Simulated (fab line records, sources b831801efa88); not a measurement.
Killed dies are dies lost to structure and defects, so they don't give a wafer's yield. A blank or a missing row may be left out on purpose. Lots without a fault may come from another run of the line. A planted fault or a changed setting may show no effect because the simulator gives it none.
A struck lot beside a sound one | flow sfq_line | 15 steps out of a route of 325
Sound: wafers L434.1, L434.3, L434.5. Struck: wafers L440.1, L440.2, L440.6. The cause comes at the end.
At each step with rows: each side's tool, then ch and its chambers, then its first start. Under that, the readings that differ: sound wafers | struck wafers | difference of the means | sigmas: that difference in standard deviations of wafers without a fault.
alike: readings whose means differ by less than 2 such deviations, and words and numbers that are the same on both sides. not compared: withheld readings, readings that some wafer has no value for, bounds like >300 that may hide the same value, and numbers for which the record gives no deviation and whose values overlap.
The two part at a step that has a row with sigmas, a row that says differs or no value, or rows on one side only. Numbers that don't overlap but have no deviation are shown without sigmas and don't part them. A reading that every wafer of one side lacks parts them only if that side has two wafers or more.

first, 1 step without rows for these wafers: SFQ_TRILAYER_M6_STRIP_SOLV_CLEAN_164 (cleans in NMP, time 600 s).
SFQ_TRILAYER_I6_DEP_PECVD_165: deposits SiO2 from SiH4/N2O, time 111.11 s, target thk 500 nm.
  sound on pecvd-01 ch 0,2, day 57 19:43; struck on pecvd-03 ch 0,2, day 58 11:19
  alike: heater_power_w, throttle_valve_pct
SFQ_TRILAYER_I6_CMP_CMP_166: polishes SiO2.
  sound on cmp-02 ch 1,2,3, day 57 22:32; struck on cmp-01 ch 0,1, day 59 05:52
  alike: motor_current_A, time_to_endpoint_s
SFQ_I6_BOW_MEAS_941:
  sound on film_metro-01, day 58 01:32; struck on film_metro-01, day 59 08:52
  alike: I6_BOW
SFQ_TRILAYER_I6_METRO_MEASURE_167:
  sound on film_metro-01, day 58 01:40; struck on film_metro-01, day 59 08:59
  alike: thk_nm
then, 6 steps without rows for these wafers: SFQ_TRILAYER_I6_VIA_LITHO_COAT_174 (resist thk 62 nm); SFQ_TRILAYER_I6_VIA_LITHO_COAT_169 (resist thk 650 nm); SFQ_TRILAYER_I6_VIA_LITHO_SOFTBAKE_173; SFQ_TRILAYER_I6_VIA_LITHO_EXPOSE_170 (exposes mask I6, target cd 700 nm); SFQ_TRILAYER_I6_VIA_LITHO_PEB_172 (peb time 60 s); SFQ_TRILAYER_I6_VIA_LITHO_DEVELOP_171 (time 60 s).
-- the record jumps here: 4 days lie between the struck wafers' starts before and after --
SFQ_I6_OVL_MEAS_942:
  sound on overlay-01, day 58 12:53; struck on overlay-02, day 63 13:18
  reading     | sound   | struck  | difference | sigmas
  I6_OVL (nm) | 10 9 14 | -9 3 -1 | -13        | -2
SFQ_TRILAYER_I6_VIA_BARC_OPEN_VIA_ETCH_235: etches BARC in O2, target depth 125 nm, time 41.7 s.
  sound on rie_diel-04 ch 1,2,3, day 58 12:55; struck on rie_diel-01 ch 0,2, day 63 13:20
  reading                                                 | sound             | struck          | difference | sigmas
  model.KrF_of_TRILAYER_I6_VIA_LITHO_COAT_169.thk_nm (nm) | 572.3 573.3 570.4 | 556.8 559 556.3 | -14.6      |
  alike: drypump_motor_current_A, oes_product_au
  not compared: rf_hours_counter_h
SFQ_TRILAYER_I6_VIA_ETCH_VIA_ETCH_172: etches SiO2 in CHF3, stops on Nb, target depth 260 nm.
  sound on rie_diel-04 ch 1,2,3, day 58 12:58; struck on rie_diel-01 ch 0,2, day 63 13:22
  reading                                                 | sound             | struck            | difference | sigmas
  model.KrF_of_TRILAYER_I6_VIA_LITHO_COAT_169.thk_nm (nm) | 528.6 529.6 525.5 | 511.9 514.5 511.4 | -15.3      |
  alike: drypump_motor_current_A, oes_product_au
SFQ_TRILAYER_I6_VIA_STRIP_STRIP_173: strips in O2.
  sound on rie_metal-01 ch 0, day 58 13:04; struck on rie_metal-03 ch 0, day 63 13:29
  alike: drypump_motor_current_A, oes_product_au
  not compared: rf_hours_counter_h

WHERE THEY PART
Only at SFQ_I6_OVL_MEAS_942, within this record. Later steps at which nothing parts them and some readings are alike: SFQ_TRILAYER_I6_VIA_BARC_OPEN_VIA_ETCH_235, SFQ_TRILAYER_I6_VIA_ETCH_VIA_ETCH_172, SFQ_TRILAYER_I6_VIA_STRIP_STRIP_173.

WHY: what the simulator had put in
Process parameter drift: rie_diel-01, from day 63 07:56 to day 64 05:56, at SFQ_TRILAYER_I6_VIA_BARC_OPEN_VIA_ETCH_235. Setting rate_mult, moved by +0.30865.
